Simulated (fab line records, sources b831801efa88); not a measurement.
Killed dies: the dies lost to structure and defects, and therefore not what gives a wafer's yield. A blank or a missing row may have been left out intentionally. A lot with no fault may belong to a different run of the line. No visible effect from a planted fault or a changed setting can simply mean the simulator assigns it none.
A sampling plan put to the test + flow sky130 + 6 faults told of in these records, all on one fab line, each judged by the records of the lots it struck
Plan = the line's own looks (route steps where a gauge or an inspection reads the wafer without altering it). Where struck wafers have a number at a look and the file lists that look's usual mean and standard deviation on fault-free wafers, the look can be judged. Caught: a look later than the fault's first step finds the struck wafers' mean 4 or more of those standard deviations (sigma) from the usual mean. On the tool: the test repeated on the tool's own readings taken at the fault's steps. A different recipe on the struck wafers counts as caught too, as does a record blank only for those wafers.

## THE FAULTS, as the simulator had put them in
1. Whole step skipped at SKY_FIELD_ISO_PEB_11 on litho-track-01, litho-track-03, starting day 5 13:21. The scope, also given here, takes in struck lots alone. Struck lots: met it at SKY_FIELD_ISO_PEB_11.
2. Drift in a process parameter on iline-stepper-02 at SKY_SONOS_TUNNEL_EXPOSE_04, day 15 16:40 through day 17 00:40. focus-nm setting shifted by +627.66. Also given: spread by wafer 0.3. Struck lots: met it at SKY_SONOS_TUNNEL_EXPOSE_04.
3. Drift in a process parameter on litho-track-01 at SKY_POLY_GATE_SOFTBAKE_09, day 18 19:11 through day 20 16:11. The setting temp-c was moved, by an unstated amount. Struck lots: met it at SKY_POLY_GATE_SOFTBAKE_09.
4. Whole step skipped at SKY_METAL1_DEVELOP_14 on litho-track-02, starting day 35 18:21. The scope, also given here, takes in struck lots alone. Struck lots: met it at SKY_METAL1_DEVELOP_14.
5. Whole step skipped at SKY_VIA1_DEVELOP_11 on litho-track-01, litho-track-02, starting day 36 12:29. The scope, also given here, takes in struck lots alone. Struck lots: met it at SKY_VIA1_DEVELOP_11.
6. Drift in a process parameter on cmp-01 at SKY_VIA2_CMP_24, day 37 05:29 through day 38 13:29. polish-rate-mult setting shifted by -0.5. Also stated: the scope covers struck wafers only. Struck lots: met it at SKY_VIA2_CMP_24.

## WHAT THE PLAN SAW
| fault | on the tool itself                               | first look that catches it                      | reading, sigma | median hours from its first step to that look | hours from the fault's start to the first struck lot there | judged looks passed uncaught |
|-------|--------------------------------------------------|-------------------------------------------------|----------------|-----------------------------------------------|------------------------------------------------------------|------------------------------|
| 1     | no reading that can be judged                    | no look after it can be judged                  | -              | -                                             | -                                                          | 0                            |
| 2     | exposure-dose-mJ-cm2 -6.1 sigma                  | not the one look that can be judged after it    | -              | -                                             | -                                                          | 1                            |
| 3     | plate-temp-C -46 sigma                           | none of the 2 looks that can be judged after it | -              | -                                             | -                                                          | 2                            |
| 4     | the tool's record is blank for the struck wafers | no look after it can be judged                  | -              | -                                             | -                                                          | 0                            |
| 5     | the tool's record is blank for the struck wafers | none of the 2 looks that can be judged after it | -              | -                                             | -                                                          | 2                            |
| 6     | overpolish-run-s -99 or beyond sigma             | no look after it can be judged                  | -              | -                                             | -                                                          | 0                            |
A dash: the fault isn't caught, or these records don't give the number.

Caught at a look: 0 of 6. Caught on the tool: 5 of 6. By one or the other: 5 of 6.
Faults 2, 3, 4, 5, 6 were caught on the tool alone.
Caught by neither: fault 1.
